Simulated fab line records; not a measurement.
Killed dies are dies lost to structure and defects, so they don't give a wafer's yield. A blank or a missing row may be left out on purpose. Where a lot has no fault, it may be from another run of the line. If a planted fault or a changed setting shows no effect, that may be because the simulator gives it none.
Which tool is to blame?    flow sky130    21 wafers from 7 lots sampled at 3 of the route's 708 steps

## WHAT THE GAUGES SHOWED, per wafer
SKY_VT_ADJUST_NCORE_TW_MEAS_11.
lot   measured      on             VT_ADJUST_NCORE_TW
L511  day 10 05:29  film-metro-02  216.9 218.7 217.9
L513  day 10 22:32  film-metro-02  217.2 218.7 218.8
L517  day 11 23:47  film-metro-03  223.7 223.5 223.6
L519  day 12 07:38  film-metro-03  222.3 221.9 222.3
L521  day 12 19:22  film-metro-03  222.6 221.7 222.7
L523  day 13 11:26  film-metro-02  218.6 219.0 218.3
L528  day 14 19:15  film-metro-02  219.6 218.5 218.5

## WHICH TOOL RAN EACH LOT (tool, then ch and the chambers of the sampled wafers, then the start)
lot   SKY_VT_ADJUST_LVTN_STRIP_20           SKY_VT_ADJUST_NCORE_STRIP_10
L511  plasma-asher-03 ch 0,1, day 9 07:40   plasma-asher-02 ch 0,1, day 10 05:23
L513  plasma-asher-04 ch 0,1, day 10 00:07  plasma-asher-01 ch 0,1, day 10 22:26
L517  plasma-asher-04 ch 0,1, day 11 00:49  plasma-asher-02 ch 0,1, day 11 23:41
L519  plasma-asher-03 ch 0,1, day 11 08:55  plasma-asher-02 ch 0,1, day 12 07:32
L521  plasma-asher-01 ch 0,1, day 11 20:42  plasma-asher-04 ch 0,1, day 12 19:17
L523  plasma-asher-01 ch 0,1, day 12 10:10  plasma-asher-04 ch 0,1, day 13 11:20
L528  plasma-asher-04 ch 0,1, day 13 17:22  plasma-asher-04 ch 0,1, day 14 19:08
- SKY_VT_ADJUST_LVTN_STRIP_20: strips in O2/N2.
- SKY_VT_ADJUST_NCORE_STRIP_10: strips in O2/N2.

## THE ANSWER, worked out from the rows above alone
Rule: the usual values come from the lots themselves. Put in order of their means at a reading, lots are off if they are a third of the lots or fewer, leave a main group of 4 or more, and stand apart from it by a gap of 3 or more times the standard deviation of the main group's means; of several such gaps the widest counts. A main group is skipped when, at the precision printed for the reading in the tables above, its means are all equal. A lot without any number at a reading at which 4 lots or more have one is off too. All remaining lots with rows at the step are treated as sound.
Across all readings shown, no lot is off: no conclusion can be drawn from this.

## WHAT THE SIMULATOR PUT IN
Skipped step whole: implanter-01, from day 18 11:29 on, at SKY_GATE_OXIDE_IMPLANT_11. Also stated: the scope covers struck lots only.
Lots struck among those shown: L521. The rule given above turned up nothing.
